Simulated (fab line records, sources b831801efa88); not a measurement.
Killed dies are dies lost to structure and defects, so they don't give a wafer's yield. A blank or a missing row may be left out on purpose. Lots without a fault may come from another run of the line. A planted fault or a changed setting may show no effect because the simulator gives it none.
One fault seen from 2 desks | flow gf180mcu | each desk has only its own numbers; what lay behind them comes last

THE METROLOGY DESK
What the gauges read, lot by lot, whatever tool the lot ran on: means of the sampled wafers that have a number. A lot is out of limits, marked OUT, if its mean lies more than 4 standard deviations from the usual mean; the brackets give that distance.
Columns: A = cd_nm at GF_V5_CD_MEAS_14, usual 259.8 nm; B = V5_OVL at GF_V5_OVL_MEAS_15, usual -1 nm
lot  | first seen here | A     | B
L383 | day 26 22:58    | 260.6 | 2
L384 | day 27 02:10    | 258.9 | 2
L385 | day 27 16:52    | 260.1 | -2
L386 | day 27 22:39    | 260.6 | -3
L388 | day 28 14:40    | 259.8 | -2
L390 | day 29 05:01    | 257.3 | -7
L398 | day 31 19:51    | 261.5 | 2
L399 | day 31 23:24    | 258.4 | -6
L400 | day 32 05:23    | 259.7 | 6
L401 | day 32 13:16    | 260.5 | -8
L402 | day 32 22:45    | 260.8 | 2
L405 | day 33 12:11    | 259.2 | -4
L406 | day 33 15:24    | 259.7 | 6
This desk's finding: nothing out of limits on any of the 13 lots.

THE TOOL OWNER'S DESK: pvd_sputter-03
The tool's own readings at GF_V3_SPUTTER_22 (material TiN, target thk 10 nm, time 40 s): means of the sampled wafers that have a number, for each lot that ran on this tool. A lot is out of limits, marked OUT, if its mean lies more than 4 standard deviations from the usual mean; the brackets give that distance.
Columns: A = chamber_pressure_pa at GF_V3_SPUTTER_22, usual 4.999 Pa; B = throttle_valve_pct at GF_V3_SPUTTER_22, usual 30.7 %
lot  | first seen here | A     | B
L383 | day 22 03:37    | 5.001 | 30.1
L384 | day 22 07:43    | 5.001 | 30.9
L386 | day 23 07:35    | 4.997 | 30.3
L388 | day 24 00:23    | 5.006 | 30.4
L390 | day 24 17:02    | 4.999 | 29.6
L405 | day 29 15:11    | 4.994 | 29.5
This desk's finding: nothing out of limits on any of the 6 lots.

PUT TOGETHER
The metrology desk saw nothing out of limits.
The tool owner's desk saw nothing out of limits.

WHAT THE SIMULATOR HAD PUT IN
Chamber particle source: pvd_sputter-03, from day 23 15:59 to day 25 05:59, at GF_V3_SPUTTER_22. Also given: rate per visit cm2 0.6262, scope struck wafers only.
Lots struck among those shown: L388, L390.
